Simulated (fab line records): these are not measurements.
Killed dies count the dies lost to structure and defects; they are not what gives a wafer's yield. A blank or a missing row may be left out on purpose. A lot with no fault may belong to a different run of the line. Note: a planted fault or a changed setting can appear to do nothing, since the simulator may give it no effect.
Chamber matching	flow sfq_line	4 sister chambers for SFQ_TRILAYER_I0_CMP_CMP_028 on cmp-01
The step polishes SiO2. 16 wafers are shown with their chamber, then 7 later ones without.

== WAFERS, EACH WITH ITS CHAMBER ==
wafer	chamber	motor_current_A (A)	time_to_endpoint_s (s)	platen_rpm (rpm)
L353.2	2	11.5	215	59.98
L353.4	1	11.8	221	59.98
L353.5	2	11.5	213	60.01
L354.3	1	11.8	217	59.96
L354.4	3	11.3	209	59.96
L354.5	1	11.1	216	60.03
L358.4	1	11.9	223	60.00
L358.6	1	11.3	230	59.92
L359.2	3	11.4	210	60.01
L359.4	0	9.1	217	59.99
L361.3	3	11.0	205	59.95
L368.4	3	11.3	222	60.01
L368.3	1	11.3	215	60.03
L368.5	0	9.0	215	59.97
L370.2	3	11.2	221	60.06
L370.4	0	9.2	219	59.98

SIGNATURES, as means of the wafers listed above
reading	chamber 0	chamber 1	chamber 2	chamber 3	scatter within a chamber
motor_current_A	9.100	11.533	11.500	11.240	0.239
time_to_endpoint_s	217.00	220.33	214.00	213.40	5.79
platen_rpm	59.9800	59.9867	59.9950	59.9980	0.0384
Rule: distance of a wafer from a chamber = root of the sum over the readings of ((wafer's reading minus chamber's mean) / reading's scatter) squared. The wafer belongs to the nearest chamber; if the next one is less than 2 further off, it can't be placed. The scatter: take each reading less its chamber's mean, square it, sum over the shown wafers, divide by the number of wafers less the number of chambers, and take the root.

== WAFERS WHOSE CHAMBER IS MISSING ==
wafer	motor_current_A (A)	time_to_endpoint_s (s)	platen_rpm (rpm)
L370.6	11.4	221	60.00
L371.2	12.6	212	59.95
L371.1	10.9	208	59.99
L371.5	11.2	221	60.01
L372.1	10.7	219	60.06
L372.2	11.5	230	59.96
L372.3	11.0	226	60.00

== CHAMBER TAKEN BY EACH ==
wafer	from the rows above	in truth
L370.6	can't be placed: 1 or 2 or 3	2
L371.2	can't be placed: 2 or 1 or 3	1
L371.1	can't be placed: 3 or 2 or 1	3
L371.5	can't be placed: 3 or 1 or 2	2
L372.1	can't be placed: 3 or 2 or 1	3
L372.2	can't be placed: 1 or 2 or 3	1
L372.3	can't be placed: 3 or 1 or 2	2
Placed correctly: 0 of 7. Can't be placed from these rows: 7 (the true chamber is among the candidates in 7). 0 placed wrongly.
